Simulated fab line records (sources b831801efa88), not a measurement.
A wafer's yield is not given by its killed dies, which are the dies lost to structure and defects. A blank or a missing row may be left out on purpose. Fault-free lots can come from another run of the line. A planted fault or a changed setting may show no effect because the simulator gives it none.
Which tool was responsible? | flow gf180mcu | 15 lots, 45 wafers sampled, at 4 steps of a route of 602

== WHAT THE GAUGES SHOWED, per wafer ==
GF_LVPWELL_OVL_MEAS_07. Usual: for LVPWELL_OVL the level is -1.0 nm and the standard deviation is 1.7.
lot  | measured    | on         | LVPWELL_OVL (nm) | flag
L471 | day 3 20:14 | overlay-01 | -2.4 -0.8 -1.0   |
L473 | day 4 07:38 | overlay-01 | -3.9 -2.3 -2.8   |
L475 | day 4 20:02 | overlay-01 | -1.7 0.1 -0.6    |
L476 | day 5 01:21 | overlay-02 | 0.8 0.9 0.5      |
L477 | day 5 05:05 | overlay-02 | -2.1 -0.4 -1.5   |
L478 | day 5 17:32 | overlay-01 | 3.7 3.5 2.9      |
L479 | day 5 22:15 | overlay-01 | -3.2 -1.6 -3.4   |
L480 | day 6 00:30 | overlay-01 | 0.4 -0.2 1.3     |
L481 | day 6 04:30 | overlay-02 | -0.8 -0.1 -2.3   |
L492 | day 8 19:50 | overlay-02 | -2.0 -2.4 -2.0   |
L493 | day 9 03:41 | overlay-01 | -0.9 -0.2 -2.4   |
L494 | day 9 08:02 | overlay-01 | -4.7 -2.5 -3.6   |

GF_V1_THK_MEAS_01. Usual: for V1_CVD_00_THK the level is 602 nm and the standard deviation is 6.9.
lot  | measured     | on            | V1_CVD_00_THK (nm) | flag
L471 | day 17 04:46 | film-metro-01 | 595 593 600        |
L473 | day 18 03:18 | film-metro-04 | 617 603 612        |
L475 | day 18 21:34 | film-metro-02 | 610 612 612        |
L476 | day 19 13:34 | film-metro-02 | 592 604 608        |
L477 | day 19 17:34 | film-metro-02 | 607 591 602        |
L478 | day 20 15:21 | film-metro-01 | 599 606 605        |
L479 | day 20 21:42 | film-metro-02 | 593 607 603        |
L480 | day 20 22:57 | film-metro-02 | 602 599 607        |
L481 | day 21 10:04 | film-metro-01 | 610 599 615        |
L492 | day 25 04:20 | film-metro-02 | 595 605 597        |
L493 | day 25 06:17 | film-metro-02 | 604 606 608        |
L494 | day 25 12:23 | film-metro-01 | 599 607 608        |

GF_V1_BOW_MEAS_05. Usual: for V1_BOW the level is 82 um and the standard deviation is 6.8.
lot  | measured     | on            | V1_BOW (um) | flag
L471 | day 17 05:16 | film-metro-04 | 83 87 86    |
L473 | day 18 03:48 | film-metro-04 | 91 84 71    |
L475 | day 18 22:09 | film-metro-01 | 74 72 90    |
L476 | day 19 14:05 | film-metro-04 | 82 87 83    |
L477 | day 19 18:03 | film-metro-04 | 84 92 93    |
L478 | day 20 15:50 | film-metro-01 | 78 91 73    |
L479 | day 20 22:13 | film-metro-01 | 83 83 81    |
L480 | day 20 23:28 | film-metro-01 | 79 81 83    |
L481 | day 21 10:35 | film-metro-01 | 74 79 85    |
L492 | day 25 04:50 | film-metro-01 | 88 92 81    |
L493 | day 25 06:48 | film-metro-01 | 78 93 81    |
L494 | day 25 12:53 | film-metro-02 | 78 80 84    |

== WHAT TOOL EACH LOT RAN ON (gives the tool, then ch and the chambers of the sampled wafers, and finally the start) ==
lot  | GF_STI_OXIDATION_21
L471 | furnace-02 ch 0, day 2 00:56
L473 | furnace-01 ch 0, day 2 11:38
L475 | furnace-01 ch 0, day 2 23:45
L476 | furnace-01 ch 0, day 3 04:01
L477 | furnace-02 ch 0, day 3 08:44
L478 | furnace-02 ch 0, day 3 15:39
L479 | furnace-01 ch 0, day 3 22:46
L480 | furnace-02 ch 0, day 4 00:40
L481 | furnace-02 ch 0, day 4 05:10
L485 | furnace-02, day 5 03:07
L486 | furnace-01, day 5 09:36
L487 | furnace-02, day 5 13:13
L492 | furnace-02 ch 0, day 6 14:31
L493 | furnace-02 ch 0, day 6 21:20
L494 | furnace-02 ch 0, day 7 01:51
- GF_STI_OXIDATION_21: stabilise 600 s, purge 300 s, target thk 15 nm.

== AS READ BY THE TOOLS THEMSELVES (means over the sampled wafers that have a number; for cases with no such wafer, the mark the record gives instead) ==
GF_STI_OXIDATION_21. Usual: ox-temp-c 1000.0 C, standard deviation 0.45; ox-temp-c-max 1005.3, standard deviation 2.1; zone-power-centre-pct 24.4 %, standard deviation 2.1.
lot  | tool       | ox-temp-c (C) | ox-temp-c-max | zone-power-centre-pct (%) | flag
L471 | furnace-02 | 1000.8        | 1008.1        | 22.3                      |
L473 | furnace-01 | 1000.1        | 1003.7        | 26.5                      |
L475 | furnace-01 | 999.0         | 1002.1        | 26.2                      |
L476 | furnace-01 | 999.7         | 1003.1        | 26.6                      |
L477 | furnace-02 | 999.7         | 1006.8        | 22.4                      |
L478 | furnace-02 | 1000.4        | 1007.1        | 22.4                      |
L479 | furnace-01 | 999.5         | 1003.6        | 26.3                      |
L480 | furnace-02 | 999.9         | 1007.9        | 22.4                      |
L481 | furnace-02 | 1000.1        | 1007.0        | 22.4                      |
L485 | furnace-02 | -             | -             | -                         | OFF
L486 | furnace-01 | -             | -             | -                         | OFF
L487 | furnace-02 | -             | -             | -                         | OFF
L492 | furnace-02 | 1000.1        | 1008.3        | 22.3                      |
L493 | furnace-02 | 1000.2        | 1006.7        | 22.3                      |
L494 | furnace-02 | 999.6         | 1005.8        | 22.3                      |

== THE ANSWER, worked out from the rows above alone ==
Rule: a lot is off if the mean of its wafers that have a number lies more than 3 standard deviations from the usual mean. A lot without any number at a reading at which 4 lots or more have one is off too. Where the step has rows for the other lots, those lots are counted as sound. Order of review: gauges by route order, followed by the tools' own readings, for which a lot's mean as printed above is used. The first step at which some lot is off is used, and at that step the reading that is off furthest; a lot without a number counts as furthest.
Off, at GF_STI_OXIDATION_21 on ox-temp-c: L485, L486, L487. Without a number there: L485, L486, L487.
A tool fits if, at that step or a process step before it, it ran every lot that is off, and no sound lot after the first of them. No candidate that was tried fits.

== WHAT WAS PUT IN BY THE SIMULATOR ==
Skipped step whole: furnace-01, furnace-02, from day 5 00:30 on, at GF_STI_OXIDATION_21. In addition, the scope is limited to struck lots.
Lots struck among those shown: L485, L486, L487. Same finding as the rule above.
